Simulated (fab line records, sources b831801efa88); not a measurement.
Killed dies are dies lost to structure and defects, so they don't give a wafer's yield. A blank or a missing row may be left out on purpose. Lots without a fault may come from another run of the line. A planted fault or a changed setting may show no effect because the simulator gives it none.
Chamber matching | flow gf180mcu | GF_V3_CMP_26 on cmp-01: 4 sister chambers
The step polishes, stops on SiO2, t overpolish 15 s, target thk 0 nm. 18 wafers are shown with their chamber, then 9 later ones without.

WAFERS WITH THEIR CHAMBER
wafer  | chamber | motor_current_A (A) | time_to_endpoint_s (s) | overpolish_run_s (s)
L289.4 | 2       | 12.8                | 89                     | 15.009
L289.5 | 2       | 11.9                | 87                     | 15.015
L289.6 | 3       | 12.4                | 85                     | 15.011
L290.1 | 0       | 11.0                | 90                     | 15.012
L290.2 | 3       | 11.7                | 86                     | 15.007
L290.5 | 0       | 10.6                | 89                     | 15.021
L291.2 | 1       | 10.1                | 84                     | 14.991
L291.3 | 0       | 11.1                | 87                     | 15.002
L291.5 | 1       | 10.1                | 79                     | 15.001
L292.1 | 3       | 12.4                | 86                     | 15.004
L292.3 | 2       | 11.9                | 88                     | 14.998
L292.5 | 0       | 10.8                | 83                     | 14.993
L296.2 | 2       | 11.7                | 87                     | 14.995
L296.5 | 0       | 10.8                | 86                     | 15.003
L296.6 | 1       | 9.8                 | 86                     | 14.996
L298.4 | 3       | 12.4                | 81                     | 15.002
L298.5 | 0       | 11.0                | 82                     | 15.016
L298.6 | 3       | 12.2                | 80                     | 14.992

SIGNATURES (means of the wafers above)
reading            | chamber 0 | chamber 1 | chamber 2 | chamber 3 | scatter within a chamber
motor_current_A    | 10.883    | 10.000    | 12.075    | 12.220    | 0.308
time_to_endpoint_s | 86.17     | 83.00     | 87.75     | 83.60     | 2.84
overpolish_run_s   | 15.00783  | 14.99600  | 15.00425  | 15.00320  | 0.00866
Rule: a wafer's distance from a chamber is the root of the sum, over the readings, of the square of ((its reading less the chamber's mean) divided by the reading's scatter). The wafer belongs to the nearest chamber; if the next one is less than 2 further off, it can't be placed. The scatter: the root of (the sum of the squares of (reading less its chamber's mean) over the shown wafers, divided by (wafers less chambers)).

WAFERS WITHOUT THEIR CHAMBER
wafer  | motor_current_A (A) | time_to_endpoint_s (s) | overpolish_run_s (s)
L305.2 | 12.5                | 90                     | 15.014
L305.4 | 10.8                | 89                     | 14.996
L305.6 | 10.6                | 87                     | 14.998
L306.1 | 12.1                | 88                     | 15.020
L306.3 | 10.3                | 81                     | 15.002
L306.4 | 10.9                | 87                     | 15.009
L308.2 | 10.0                | 82                     | 14.991
L308.3 | 12.1                | 88                     | 14.983
L308.5 | 11.9                | 85                     | 15.010

WHICH CHAMBER EACH WENT THROUGH
wafer  | from the rows above     | in truth
L305.2 | can't be placed: 2 or 3 | 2
L305.4 | can't be placed: 0 or 1 | 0
L305.6 | can't be placed: 0 or 1 | 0
L306.1 | can't be placed: 2 or 3 | 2
L306.3 | can't be placed: 1 or 0 | 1
L306.4 | 0                       | 0
L308.2 | 1                       | 1
L308.3 | can't be placed: 2 or 3 | 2
L308.5 | can't be placed: 2 or 3 | 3
Placed correctly: 2 of 9. Can't be placed from these rows: 7 (the true chamber is among the candidates in 7). Placed wrongly: 0.
